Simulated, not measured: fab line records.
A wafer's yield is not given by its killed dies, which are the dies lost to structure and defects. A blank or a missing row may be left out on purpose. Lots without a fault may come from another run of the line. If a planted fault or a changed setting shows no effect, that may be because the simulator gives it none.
A single fault, viewed from 2 desks || flow sky130 || what lay behind the numbers comes last; until then each desk has only its own

## METROLOGY DESK
Lot by lot, what the gauges showed, no matter which tool ran the lot: averages of those sampled wafers that carry a number. Any lot whose mean is over 4 standard deviations away from the usual mean is out of limits and marked OUT; that distance is given in the brackets.
Columns: A = VT_ADJUST_HVTR_TW at SKY_VT_ADJUST_HVTR_TW_MEAS_11, usual 212.7; B = VT_ADJUST_PCH_OVL at SKY_VT_ADJUST_PCH_OVL_MEAS_07, usual 0.3 nm
{"lot": "L769", "first seen here": "day 9 19:53", "A": 212.8, "B": 1.5}
{"lot": "L772", "first seen here": "day 10 17:03", "A": 213.3, "B": 1.5}
{"lot": "L773", "first seen here": "day 10 20:57", "A": 213.5, "B": 0.7}
{"lot": "L774", "first seen here": "day 11 08:40", "A": 214.6, "B": 1.8}
{"lot": "L776", "first seen here": "day 11 17:38", "A": 213.5, "B": -0.6}
{"lot": "L779", "first seen here": "day 12 17:48", "A": 210.8, "B": -0.4}
{"lot": "L785", "first seen here": "day 14 17:23", "A": "186.3 (-17) OUT", "B": 0.8}
{"lot": "L786", "first seen here": "day 14 21:29", "A": "182.8 (-19) OUT", "B": -0.6}
{"lot": "L787", "first seen here": "day 15 12:04", "A": 209.4, "B": 0.3}
{"lot": "L788", "first seen here": "day 15 20:14", "A": 211.6, "B": -0.3}
{"lot": "L790", "first seen here": "day 16 04:53", "A": 215.3, "B": 1.2}
{"lot": "L791", "first seen here": "day 16 08:32", "A": 214.9, "B": -1.5}
This desk reports L785, L786 out of limits; the earliest was L785 at day 14 17:23 (VT_ADJUST_HVTR_TW at SKY_VT_ADJUST_HVTR_TW_MEAS_11). Within limits: L769, L772, L773, L774, L776, L779, L787, L788, L790, L791.

## AT THE TOOL OWNER'S DESK: implanter-04
The tool's own readings at SKY_VT_ADJUST_HVTR_IMPLANT_09: means of the sampled wafers that have a number, for each lot that ran on this tool. Any lot whose mean is over 4 standard deviations away from the usual mean is out of limits and marked OUT; that distance is given in the brackets.
Columns: A = dose_ions_cm2 at SKY_VT_ADJUST_HVTR_IMPLANT_09, usual 2.1e+12; B = faraday_current_uA at SKY_VT_ADJUST_HVTR_IMPLANT_09, usual 11.85
{"lot": "L769", "first seen here": "day 9 19:40", "A": 2.1e+12, "B": 11.68}
{"lot": "L772", "first seen here": "day 10 16:50", "A": 2.1e+12, "B": 12.08}
{"lot": "L773", "first seen here": "day 10 20:43", "A": 2.1e+12, "B": 11.74}
{"lot": "L776", "first seen here": "day 11 17:24", "A": 2.1e+12, "B": 11.99}
{"lot": "L779", "first seen here": "day 12 17:34", "A": 2.1e+12, "B": 12.01}
{"lot": "L785", "first seen here": "day 14 17:10", "A": "1.3e+12 (-99 or more) OUT", "B": "7.30 (-19) OUT"}
{"lot": "L786", "first seen here": "day 14 21:16", "A": "1.3e+12 (-99 or more) OUT", "B": "7.44 (-18) OUT"}
This desk finds L785, L786 out of limits, L785 being first, at day 14 17:10 (dose_ions_cm2 at SKY_VT_ADJUST_HVTR_IMPLANT_09). Within limits: L769, L772, L773, L776, L779.

## ALL TOGETHER
An alarm could have come from the tool owner's desk at day 14 17:10, on L785, L786.
Metrology desk: alarm possible at day 14 17:23 on L785, L786.
SKY_VT_ADJUST_HVTR_IMPLANT_09 was run on implanter-04 by each of the lots named.

## WHAT THE SIMULATOR PUT IN
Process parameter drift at SKY_VT_ADJUST_HVTR_IMPLANT_09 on implanter-04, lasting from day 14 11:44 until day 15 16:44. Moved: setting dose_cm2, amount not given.
Shown lots that were struck: L785, L786.
Delay (hours) between the fault's onset and each desk's first out-of-limits reading: 5 at the tool owner's desk, 6 at the metrology desk.
